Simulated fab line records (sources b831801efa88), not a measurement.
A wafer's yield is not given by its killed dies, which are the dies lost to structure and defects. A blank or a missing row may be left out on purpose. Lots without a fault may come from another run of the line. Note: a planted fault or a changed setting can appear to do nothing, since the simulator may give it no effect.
Struck lot and sound lot, side by side    flow gf180mcu    30 out of 602 route steps
Sound: wafers L373.1, L373.5, L373.6. Wafers struck: L368.3, L368.4, L368.6. The cause is given at the end.
For every step that has rows: the tool of each side, followed by ch and its chambers, followed by its first start. Under that, the readings that differ: sound wafers    struck wafers    difference of the means    sigmas: that difference in standard deviations of wafers without a fault.
alike: readings with means less than 2 such deviations apart, plus words and numbers identical on both sides. not compared: withheld readings, readings lacking a value on some wafer, bounds such as >300 that could conceal the same value, and numbers that have no deviation in the record and whose values overlap.
The two part at a step that has a row with sigmas, a row that says differs or no value, or rows on one side only. Numbers that don't overlap but have no deviation are shown without sigmas and don't part them. Lack of a reading on every wafer of one side parts them only where that side has two or more wafers.

GF_STI_BOW_MEAS_00:
  struck on film metro-02, day 3 12:02; sound on film metro-02, day 4 13:00
  alike: INCOMING_BOW
GF_STI_OXIDATION_01: stabilise 600 s, purge 300 s, target thk 10 nm.
  sound on furnace-01 ch 0, day 4 13:07; struck on furnace-01 ch 0, day 3 13:41
  alike: spike tc centre C
GF_STI_THK_MEAS_02:
  struck on film metro-02, day 3 15:05; sound on film metro-01, day 4 14:31
reading                 sound              struck             difference  sigmas
STI_OXIDATION_THK (nm)  10.44 10.16 10.17  16.49 16.60 16.56  +6.29       +30
then, 1 step without rows for these wafers: GF_STI_CVD_03 (deposits Si3N4 from DCS/NH3, target thk 207.16 nm, time 3551 s).
GF_STI_THK_MEAS_04:
  struck on film metro-01, day 3 17:16; sound on film metro-01, day 4 16:34
  alike: STI_CVD_03_THK
then, 7 steps without rows for these wafers: GF_STI_DEHYDRATE_05 (time 60 s); GF_STI_HMDS_06 (prime time 60 s); GF_STI_COAT_07 (resist thk 700 nm); GF_STI_SOFTBAKE_08 (time 60 s); GF_STI_EXPOSE_09 (exposes mask COMP, target cd 220 nm); GF_STI_PEB_10 (peb time 90 s); GF_STI_DEVELOP_11 (develop time 60 s).
GF_STI_CD_MEAS_12 targets a cd of 220 nm.
  struck on cd sem-02, day 4 04:43; sound on cd sem-02, day 5 06:50
  alike: cd nm
GF_STI_ETCH_13: etches the open film in CHF3/O2, stops on Si, target depth 282.31 nm, time 112.9 s.
  sound on rie diel-01 ch 1,2,3, day 5 06:57; struck on rie diel-01 ch 0,1,3, day 4 04:47
  alike: drypump motor current A, oes product au, throttle valve pct
  not compared: rf hours counter h
GF_STI_ETCH_14: etches Si in HBr/Cl2/O2, target depth 360 nm, time 102.9 s.
  sound on rie si-01 ch 0,1,3, day 5 07:02; struck on rie si-02 ch 0,1,3, day 4 04:52
  alike: drypump motor current A, oes product au, throttle valve pct
  not compared: rf hours counter h
GF_STI_STRIP_15: strips in O2/N2.
  sound on plasma asher-02 ch 0,1, day 5 07:06; struck on plasma asher-04 ch 0,1, day 4 04:59
  alike: drypump motor current A, heater power w, oes product au, strip time to endpoint s
  not compared: rf hours counter h
then, 6 steps without rows for these wafers: GF_STI_CLEAN_16 (cleans in dHF, time 25 s); GF_STI_WET_ETCH_17 (etches Si3N4 in H3PO4, target depth 45 nm, time 514 s); GF_STI_CLEAN_18 (cleans in SC1/SC2, time 150 s); GF_STI_CLEAN_19 (cleans in dHF, time 20 s); GF_STI_WET_ETCH_20 (etches SiO2 in dHF, target depth 20 nm, time 400 s); GF_STI_OXIDATION_21 (stabilise 600 s, purge 300 s, target thk 15 nm).
GF_STI_THK_MEAS_22:
  struck on film metro-02, day 4 06:35; sound on film metro-04, day 5 08:41
  alike: STI_OXIDATION_01_THK
then, 1 step without rows for these wafers: GF_STI_CVD_23 (deposits SiO2, target thk 650 nm, time 108.3 s).
GF_STI_THK_MEAS_24:
  struck on film metro-04, day 4 06:43; sound on film metro-02, day 5 08:52
reading              sound        struck       difference  sigmas
STI_CVD_23_THK (nm)  636 636 633  647 657 657  +19         +2
GF_STI_CMP_25: polishes, stops on Si3N4, t overpolish 33 s, target thk 524.6 nm.
  sound on cmp-01 ch 0,1, day 5 08:55; struck on cmp-01 ch 1,2,3, day 4 06:49
reading               sound                 struck                difference  sigmas
overpolish run s (s)  32.998 32.985 32.991  33.007 33.018 33.018  +0.023      +2
  alike: motor current A, slurry flow ml min, time to endpoint s
then, 1 step without rows for these wafers: GF_STI_WET_ETCH_26 (etches SiO2 in dHF, target depth 94 nm, time 188 s).
GF_STI_WET_ETCH_27: etches Si3N4 in H3PO4, target depth 160 nm, time 1825 s.
  sound on wet bench-04 ch 1, day 5 09:17; struck on wet bench-04 ch 2, day 4 07:07
reading                                     sound             struck             difference  sigmas
model.SiO2_of_STI_OXIDATION_01.thk nm (nm)  10.33 10.15 10.1  16.44 16.52 16.51  +6.30       
  alike: bath guard temp C
then, 1 step without rows for these wafers: GF_STI_WET_ETCH_28 (etches SiO2 in dHF, target depth 20 nm, time 40 s).
GF_PASSIVATION_PROBE_99:
  the record has rows for the sound wafers here (prober-02, day 33 07:52) and none for the struck ones

== WHERE THEY PART ==
First at GF_STI_THK_MEAS_02; last, within this record, at GF_PASSIVATION_PROBE_99.

WHY: what the simulator had put in
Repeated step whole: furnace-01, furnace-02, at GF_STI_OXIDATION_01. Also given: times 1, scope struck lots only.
